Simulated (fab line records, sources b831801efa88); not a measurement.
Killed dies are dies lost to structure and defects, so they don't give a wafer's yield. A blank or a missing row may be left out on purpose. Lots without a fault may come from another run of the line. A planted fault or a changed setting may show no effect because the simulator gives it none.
Problem report in the 8D (eight disciplines) form, filled by code | flow sfq_line | the parts of the form that need people (team, actions taken, sign-off) are left out

1. THE PROBLEM
thk_nm at SFQ_TRILAYER_I4_METRO_MEASURE_101 reads a mean of 220.2 nm on 9 wafers of 3 lots; wafers without a fault read 199.8 nm with a standard deviation of 1.1. That is +19 standard deviations from the usual mean.
First seen on wafer L448.1, day 59 09:16, on film_metro-02. The record holds 45 wafers of 15 lots with a number at this step. Rule for "out", or "out of limits": more than 4 standard deviations from the usual mean. The other wafers with a number count as sound.

2. WHAT IT IS AND WHAT IT IS NOT
question                    | is                           | is not
which readings at this step | thk_nm                       | -
which lots                  | L448, L449, L450             | L443, L444, L445, L447, L458, L459, L460, L462, L463, L464, L465, L466
which wafers of those lots  | all that have a number       | -
read on which tools         | film_metro-02, film_metro-03 | film_metro-01
when                        | from day 59 09:16            | up to then (12 sound wafers); but 24 sound wafers of L458, L459, L460, L462, L463, L464, L465, L466 came after

3. SUSPECTS, AND WHAT RULES EACH OUT
Counting: a tool at a process step up to the reading stays a suspect if it ran every lot that is out and no sound lot after the first of them.
- cmp-01 at SFQ_TRILAYER_I4_CMP_CMP_100 (polishes SiO2): ruled out as a lasting fault. Sound lots L458, L459, L460, L462, L463, L464, L466 ran on it after its first lot that is out, L448 (day 59 06:39).
Left after counting: nothing in the record.

4. THE CAUSE (what the simulator had put in)
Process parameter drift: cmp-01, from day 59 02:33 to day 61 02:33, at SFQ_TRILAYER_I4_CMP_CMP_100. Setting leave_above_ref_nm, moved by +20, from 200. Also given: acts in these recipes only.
Counting ruled it out, wrongly: the rule takes a fault to strike every lot that its tool runs from its start on, and this one did not.

5. THE CHAIN OF EFFECTS, in route order
Each row: a reading whose mean over the struck wafers that have a number lies more than 3 standard deviations from the usual. Only readings for which the record gives a usual standard deviation are gone through. hours: the time from each lot's start at the first step in this table that gives one to its start at this step, as a median over the lots. sigmas: the change in usual standard deviations.
hours | step                                  | reading        | usual      | on struck wafers | change | sigmas
0     | SFQ_TRILAYER_I4_METRO_MEASURE_101     | thk_nm         | 199.8 nm   | 220.2            | +20.4  | +19
4     | SFQ_TRILAYER_I4_VIA_ETCH_VIA_ETCH_106 | oes_product_au | 0.854 a.u. | 0.904            | +0.050 | +9.4
The process steps in it:
- SFQ_TRILAYER_I4_METRO_MEASURE_101
- SFQ_TRILAYER_I4_VIA_ETCH_VIA_ETCH_106: etches SiO2 in CHF3, stops on Nb, target depth 260 nm.

6. WHAT WOULD HAVE CAUGHT IT SOONER
In this record the first reading out of limits was taken at day 59 09:16, 7 hours after the fault began at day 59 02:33.
Of the tool readings at SFQ_TRILAYER_I4_CMP_CMP_100 for which the record gives a usual standard deviation, none was out on any struck wafer, so an alarm limit of 4 standard deviations on them would not have fired.
